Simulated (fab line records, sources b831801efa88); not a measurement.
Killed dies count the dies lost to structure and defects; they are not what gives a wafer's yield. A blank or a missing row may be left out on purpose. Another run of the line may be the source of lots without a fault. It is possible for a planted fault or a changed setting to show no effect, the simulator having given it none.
Struck lot and sound lot, side by side    flow sky130    43 out of 708 route steps
Sound: the wafers L977.1, L977.2, L977.4. Wafers struck: L984.1, L984.3, L984.4. At the end, the cause is stated.
At each step with rows: each side's tool, then ch and its chambers, then its first start. Under that, the readings that differ: sound wafers    struck wafers    difference of the means    sigmas: that difference in standard deviations of wafers without a fault.
alike: words and numbers the same on both sides, and readings whose means are apart by under 2 such deviations; not compared: readings that were withheld, readings missing a value for some wafer, numbers with overlapping values and no deviation given by the record, and bounds like >300 which may hide the same value.
Wherever a step has rows on one side only, a row that says differs or no value, or a row with sigmas, the two part there. Numbers that don't overlap but have no deviation are shown without sigmas and don't part them. Lack of a reading on every wafer of one side parts them only where that side has two or more wafers.

SKY_VIA1_BOW_MEAS_03:
  sound: filmMetro-01 at day 34 14:49; struck: filmMetro-01 at day 37 02:13
  alike: VIA1_BOW
then, 8 steps without rows for these wafers: SKY_VIA1_DEHYDRATE_04 (time 60 s); SKY_VIA1_HMDS_05 (prime time 60 s); SKY_VIA1_COAT_06 (resist thk 60 nm); SKY_VIA1_COAT_07 (resist thk 450 nm); SKY_VIA1_SOFTBAKE_08 (time 90 s); SKY_VIA1_EXPOSE_09 (exposes mask VIM, target cd 150 nm); SKY_VIA1_PEB_10; SKY_VIA1_DEVELOP_11 (develop time 60 s).
SKY_VIA1_CD_MEAS_12: target cd 150 nm.
  sound: cdSem-02 at day 35 17:18; struck: cdSem-01 at day 38 01:39
  alike: cdNm
SKY_VIA1_OVL_MEAS_13:
  sound: overlay-02 at day 35 17:25; struck: overlay-01 at day 38 01:46
  alike: VIA1_OVL
then, 1 step without rows for these wafers: SKY_VIA1_ETCH_14 (etches BARC in N2/H2, stops on SiO2, time 45.9 s, target depth 60 nm).
SKY_VIA1_ETCH_15: etches SiO2 in C4F8/O2/Ar, stops on TiN, target depth 351 nm, time 54 s.
  sound on rieDiel-04 ch 0,1,2, day 35 17:30; struck on rieDiel-04 ch 0,1,2, day 38 01:51
  alike: oesProductAu
  not compared: rfHoursCounterH
then, 5 steps without rows for these wafers: SKY_VIA1_STRIP_16 (strips in O2/N2); SKY_VIA1_STRIP_17 (strips in post etch residue remover, time 1200 s); SKY_VIA1_CLEAN_18 (cleans in IPA, time 180 s); SKY_VIA1_CLEAN_19 (cleans in O3/DIW); SKY_VIA1_SPUTTER_20 (material TiN, target thk 20 nm, time 80 s).
SKY_VIA1_CVD_21: deposits W, target thk 270 nm, time 80.902 s.
  sound on cvdW-01 ch 0,1, day 35 18:12; struck on cvdW-01 ch 0,1, day 38 02:33
  alike: heaterPowerW
SKY_VIA1_RS_MEAS_22: a four-point-probe measurement.
  sound: filmMetro-01 at day 35 18:17; struck: filmMetro-04 at day 38 02:38
  alike: VIA1_W_RS
SKY_VIA1_THK_MEAS_23: measures by xrf.
  sound: filmMetro-01 at day 35 18:25; struck: filmMetro-04 at day 38 02:46
  alike: VIA1_W_THK
then, 1 step without rows for these wafers: SKY_VIA1_CMP_24 (polishes, stops on SiO2, t overpolish 15 s, target thk 0 nm).
SKY_METAL2_SPUTTER_00: material Ti, target thk 15 nm, time 10 s.
  sound: pvdSputter-02 at day 35 18:46; struck: pvdSputter-04 at day 38 03:07
  alike: throttleValvePct
SKY_METAL2_SPUTTER_01: material TiN, target thk 20 nm, time 16.7 s.
  sound: pvdSputter-02 at day 35 18:47; struck: pvdSputter-04 at day 38 03:08
  alike: throttleValvePct
SKY_METAL2_SPUTTER_02: material AlCu, target thk 250 nm, time 13.3 s.
  sound: pvdSputter-02 at day 35 18:49; struck: pvdSputter-04 at day 38 03:10
  alike: throttleValvePct
then, 2 steps without rows for these wafers: SKY_METAL2_SPUTTER_03 (material Ti, target thk 5 nm, time 3.3 s); SKY_METAL2_SPUTTER_04 (material TiN, target thk 70 nm, time 58.3 s).
SKY_METAL2_RS_MEAS_05: a four-point-probe measurement.
  sound: filmMetro-04 at day 35 18:55; struck: filmMetro-04 at day 38 03:16
  alike: METAL2_ALCU_RS
SKY_METAL2_THK_MEAS_06: measures by xrf.
  sound: filmMetro-04 at day 35 19:02; struck: filmMetro-04 at day 38 03:23
  alike: METAL2_ALCU_THK
then, 8 steps without rows for these wafers: SKY_METAL2_DEHYDRATE_07 (time 60 s); SKY_METAL2_HMDS_08 (prime time 60 s); SKY_METAL2_COAT_09 (resist thk 60 nm); SKY_METAL2_COAT_10 (resist thk 450 nm); SKY_METAL2_SOFTBAKE_11 (time 90 s); SKY_METAL2_EXPOSE_12 (exposes mask MM2, target cd 140 nm); SKY_METAL2_PEB_13; SKY_METAL2_DEVELOP_14 (develop time 60 s).
SKY_METAL2_CD_MEAS_15: target cd 140 nm.
  sound: cdSem-01 at day 36 20:34; struck: cdSem-01 at day 39 04:25
  alike: cdNm
SKY_METAL2_OVL_MEAS_16:
  sound: overlay-02 at day 36 20:41; struck: overlay-01 at day 39 04:32
  alike: METAL2_OVL
then, 2 steps without rows for these wafers: SKY_METAL2_DESCUM_17 (chemistry O2, time 8 s); SKY_METAL2_ETCH_18 (etches BARC in N2/H2, stops on SiO2, time 45.9 s, target depth 60 nm).
SKY_METAL2_METAL_ETCH_19: etches the open film in Cl2/BCl3, stops on SiO2, target depth 360 nm, time 78 s.
  sound on rieMetal-03 ch 0,1, day 36 20:49; struck on rieMetal-04 ch 0,1, day 39 04:40
  alike: bcl3FlowSccm, drypumpMotorCurrentA, oesProductAu, throttleValvePct
  not compared: rfHoursCounterH
-- the record jumps here: 10 days lie between the struck wafers' starts before and after (it left off in module METAL2 and takes up again in module PAD_OPEN, whose first step shown is number 708 of the route) --
SKY_PAD_OPEN_PROBE_99:
  rows exist in the record for the struck wafers here (prober-01, day 48 18:23), but not for the sound ones

WHERE THEY PART
SKY_PAD_OPEN_PROBE_99 only, going by this record.

WHY: what had been put in by the simulator
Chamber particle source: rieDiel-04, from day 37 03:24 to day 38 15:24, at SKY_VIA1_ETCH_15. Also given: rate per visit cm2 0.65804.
